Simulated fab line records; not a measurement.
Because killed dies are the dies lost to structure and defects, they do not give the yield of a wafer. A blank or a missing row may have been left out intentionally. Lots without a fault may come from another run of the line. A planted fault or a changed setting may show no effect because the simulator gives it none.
Which of the tools did it? ; flow sfq line ; 42 wafers from 14 lots sampled at 2 of the route's 325 steps

## WHAT THE GAUGES READ, wafer by wafer
SFQ_I5_OVL_MEAS_936.
lot;measured;on;I5_OVL (nm)
L710;day 66 08:02;overlay-01;-3 -9 4
L711;day 66 10:26;overlay-02;-2 4 -2
L712;day 66 11:38;overlay-02;-7 -11 -10
L714;day 66 15:14;overlay-02;-1 0 -4
L715;day 66 17:38;overlay-02;-8 -2 -5
L716;day 66 20:02;overlay-01;2 7 -3
L717;day 66 21:14;overlay-02;-10 -6 -9
L718;day 67 02:02;overlay-02;-7 -1 -2
L721;day 67 10:26;overlay-01;-7 -2 -10
L722;day 67 14:02;overlay-02;3 -4 -3
L726;day 68 15:22;overlay-02;-4 -3 -3
L729;day 68 23:46;overlay-02;6 3 -7
L730;day 69 03:22;overlay-02;3 6 5
L731;day 69 04:34;overlay-01;-1 2 -1

## EACH LOT AND THE TOOL THAT RAN IT (in order: tool; ch and the chambers of the sampled wafers; start)
lot;SFQ_TRILAYER_M2_DEP_SPUTTER_055
L710;pvd sputter-03, day 23 18:20
L711;pvd sputter-03, day 23 23:53
L712;pvd sputter-03, day 24 10:41
L714;pvd sputter-05, day 25 10:13
L715;pvd sputter-04, day 25 19:49
L716;pvd sputter-05, day 25 23:25
L717;pvd sputter-04, day 26 02:25
L718;pvd sputter-05, day 26 07:13
L721;pvd sputter-05, day 27 07:01
L722;pvd sputter-03, day 27 17:22
L726;pvd sputter-04, day 29 06:50
L729;pvd sputter-04, day 30 22:16
L730;pvd sputter-05, day 31 05:35
L731;pvd sputter-03, day 31 09:11
- SFQ_TRILAYER_M2_DEP_SPUTTER_055: material Nb, target thk 200 nm, time 133.3 s.

## WHAT THE TOOLS THEMSELVES READ (means of the sampled wafers that have a number; where no wafer has one, the mark that the record gives instead)
SFQ_TRILAYER_M2_DEP_SPUTTER_055.
lot;tool;substrate temp c (C);throttle valve pct (%)
L710;pvd sputter-03;20.04;29.2
L711;pvd sputter-03;20.05;29.8
L712;pvd sputter-03;20.02;29.5
L714;pvd sputter-05;19.91;30.8
L715;pvd sputter-04;20.08;30.1
L716;pvd sputter-05;19.95;30.1
L717;pvd sputter-04;19.93;30.1
L718;pvd sputter-05;20.03;31.0
L721;pvd sputter-05;19.99;30.2
L722;pvd sputter-03;20.04;29.0
L726;pvd sputter-04;19.95;30.1
L729;pvd sputter-04;19.93;30.2
L730;pvd sputter-05;20.00;30.4
L731;pvd sputter-03;20.05;29.5

## THE ANSWER, worked out from the rows above alone
Rule: what is usual is taken from the lots themselves. Put in order of their means at a reading, lots are off if they are a third of the lots or fewer, leave a main group of 4 or more, and stand apart from it by a gap of 3 or more times the standard deviation of the main group's means; of several such gaps the widest counts. Not used: any main group whose means are identical at the precision the tables above print for the reading. Also off: a lot with no number at a reading for which 4 or more lots have one. Where the step has rows for the other lots, those lots are counted as sound. First the gauges in route order, then the tools' own readings, where a lot's mean is used as printed above. At the first step where some lot is off, the reading lying furthest off is the one used; lots without a number count as furthest.
No lot is off on any of the readings shown, so nothing can be concluded from this.

## WHAT THE SIMULATOR PUT IN
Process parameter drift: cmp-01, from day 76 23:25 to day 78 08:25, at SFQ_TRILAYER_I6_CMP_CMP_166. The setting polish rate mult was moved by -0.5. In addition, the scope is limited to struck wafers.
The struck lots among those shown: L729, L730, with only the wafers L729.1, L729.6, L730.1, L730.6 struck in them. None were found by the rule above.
